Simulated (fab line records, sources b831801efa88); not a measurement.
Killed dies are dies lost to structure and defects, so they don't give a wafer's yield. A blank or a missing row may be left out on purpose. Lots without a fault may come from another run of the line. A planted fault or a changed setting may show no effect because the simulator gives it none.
Which tool did it? | flow gf180mcu | 14 lots, 40 wafers sampled, at 4 steps of a route of 602

WHAT THE GAUGES READ, wafer by wafer
GF_DNWELL_TW_MEAS_09.
lot  | measured    | on            | DNWELL_TW
L146 | day 2 23:39 | film_metro-02 | 1335 1334 1340
L148 | day 3 07:00 | film_metro-01 | 1362 1347 1368
L149 | day 3 10:51 | film_metro-04 | 1370 1361 1360
L150 | day 3 15:38 | film_metro-04 | 1345 1348 1344
L153 | day 4 16:02 | film_metro-02 | 1348 1342 1347
L155 | day 5 01:40 | film_metro-04 | 1353 1356 1352
L157 | day 5 11:02 | film_metro-02 | 1346 1345 1340
L156 | day 5 11:21 | film_metro-02 | 1338 1332 1335
L158 | day 5 15:47 | film_metro-04 | 1344 1344
L159 | day 5 21:07 | film_metro-04 | 1363 1357
L160 | day 6 02:35 | film_metro-02 | 1354 1347 1348
L166 | day 7 12:16 | film_metro-02 | 1350 1338 1356
L167 | day 7 19:23 | film_metro-01 | 1361 1367 1372
L169 | day 8 08:21 | film_metro-01 | 1370 1364 1370

GF_NWELL_TW_MEAS_11.
lot  | measured    | on            | NWELL_TW
L146 | day 3 12:37 | film_metro-04 | 1570 1582 1574
L148 | day 3 19:55 | film_metro-03 | 1589 1578 1578
L149 | day 3 23:57 | film_metro-04 | 1578 1585 1577
L150 | day 4 04:59 | film_metro-04 | 1580 1576 1582
L153 | day 5 06:05 | film_metro-01 | 1578 1574 1575
L155 | day 5 15:48 | film_metro-03 | 1589 1588 1586
L157 | day 6 01:50 | film_metro-01 | 1563 1569 1570
L156 | day 6 02:23 | film_metro-04 | 1595 1593 1577
L158 | day 6 06:37 | film_metro-03 | 1577 1577
L159 | day 6 12:09 | film_metro-01 | 1572 1567
L160 | day 6 17:17 | film_metro-01 | 1575 1567 1575
L166 | day 8 03:26 | film_metro-01 | 1597 1596 1595
L167 | day 8 10:59 | film_metro-01 | 1603 1591 1591
L169 | day 9 01:28 | film_metro-01 | 1590 1602 1595

GF_VT_IMPLANT_TW_MEAS_10.
lot  | measured     | on            | VT_IMPLANT_TW
L146 | day 5 18:08  | film_metro-02 | 561 562 561
L148 | day 6 02:31  | film_metro-01 | 564 563 564
L149 | day 6 08:26  | film_metro-02 | 559 561 559
L150 | day 6 12:44  | film_metro-03 | 565 564 568
L153 | day 7 17:38  | film_metro-02 | 559 559 560
L155 | day 8 04:20  | film_metro-03 | 563 565 563
L157 | day 8 13:24  | film_metro-02 | 561 557 558
L156 | day 8 14:26  | film_metro-01 | 571 570 571
L158 | day 8 20:32  | film_metro-01 | 586 590
L159 | day 9 01:50  | film_metro-01 | 587 585
L160 | day 9 08:40  | film_metro-03 | 565 568 567
L166 | day 11 01:27 | film_metro-01 | 568 569 569
L167 | day 11 09:12 | film_metro-01 | 572 574 571
L169 | day 12 02:02 | film_metro-01 | 568 567 568

WHICH TOOL RAN EACH LOT (tool, then ch and the chambers of the sampled wafers, then the start)
lot  | GF_VT_IMPLANT_IMPLANT_08
L146 | implanter-04 ch 0, day 5 17:55
L148 | implanter-01 ch 0, day 6 02:16
L149 | implanter-03 ch 0, day 6 08:11
L150 | implanter-01 ch 0, day 6 12:29
L153 | implanter-04 ch 0, day 7 17:23
L155 | implanter-01 ch 0, day 8 04:05
L157 | implanter-01 ch 0, day 8 13:10
L156 | implanter-03 ch 0, day 8 14:11
L158 | implanter-01 ch 0, day 8 20:17
L159 | implanter-01 ch 0, day 9 01:35
L160 | implanter-03 ch 0, day 9 08:26
L166 | implanter-03 ch 0, day 11 01:13
L167 | implanter-03 ch 0, day 11 08:58
L169 | implanter-01 ch 0, day 12 01:47
- GF_VT_IMPLANT_IMPLANT_08

WHAT THE TOOLS THEMSELVES READ (means of the sampled wafers that have a number; where no wafer has one, the mark that the record gives instead)
GF_VT_IMPLANT_IMPLANT_08.
lot  | tool         | beam_on_s (s) | faraday_current_uA
L146 | implanter-04 | 10.03         | 46.5
L148 | implanter-01 | 10.01         | 46.6
L149 | implanter-03 | 10.22         | 45.7
L150 | implanter-01 | 10.15         | 46.1
L153 | implanter-04 | 10.03         | 46.5
L155 | implanter-01 | 9.91          | 47.0
L157 | implanter-01 | 9.93          | 47.0
L156 | implanter-03 | 10.04         | 46.6
L158 | implanter-01 | 11.07         | 42.1
L159 | implanter-01 | 10.91         | 43.0
L160 | implanter-03 | 9.84          | 47.4
L166 | implanter-03 | 10.04         | 46.5
L167 | implanter-03 | 9.82          | 47.6
L169 | implanter-01 | 10.09         | 46.3

THE ANSWER, worked out from the rows above alone
Rule: what is usual is taken from the lots themselves. Put in order of their means at a reading, lots are off if they are a third of the lots or fewer, leave a main group of 4 or more, and stand apart from it by a gap of 3 or more times the standard deviation of the main group's means; of several such gaps the widest counts. A main group whose means are all the same, to the digits that the tables above print for the reading, isn't used. A lot without any number at a reading at which 4 lots or more have one is off too. The other lots that the step has rows for count as sound. The gauges are gone through in route order, then the tools' own readings, and for those a lot's mean is taken as printed above. The first step at which some lot is off is used, and at that step the reading that is off furthest; a lot without a number counts as furthest.
Off: L158, L159, at GF_VT_IMPLANT_TW_MEAS_10 (VT_IMPLANT_TW). The main group: mean 565, standard deviation 4.3.
A tool fits if, at a process step before that reading, it ran every lot that is off, and no sound lot after the first of them. The gauges at GF_VT_IMPLANT_TW_MEAS_10 aren't tried: what is off there is off at GF_VT_IMPLANT_IMPLANT_08 too, on other tools, and a gauge's error can't cause that. None of those tried fits.

WHAT THE SIMULATOR HAD PUT IN
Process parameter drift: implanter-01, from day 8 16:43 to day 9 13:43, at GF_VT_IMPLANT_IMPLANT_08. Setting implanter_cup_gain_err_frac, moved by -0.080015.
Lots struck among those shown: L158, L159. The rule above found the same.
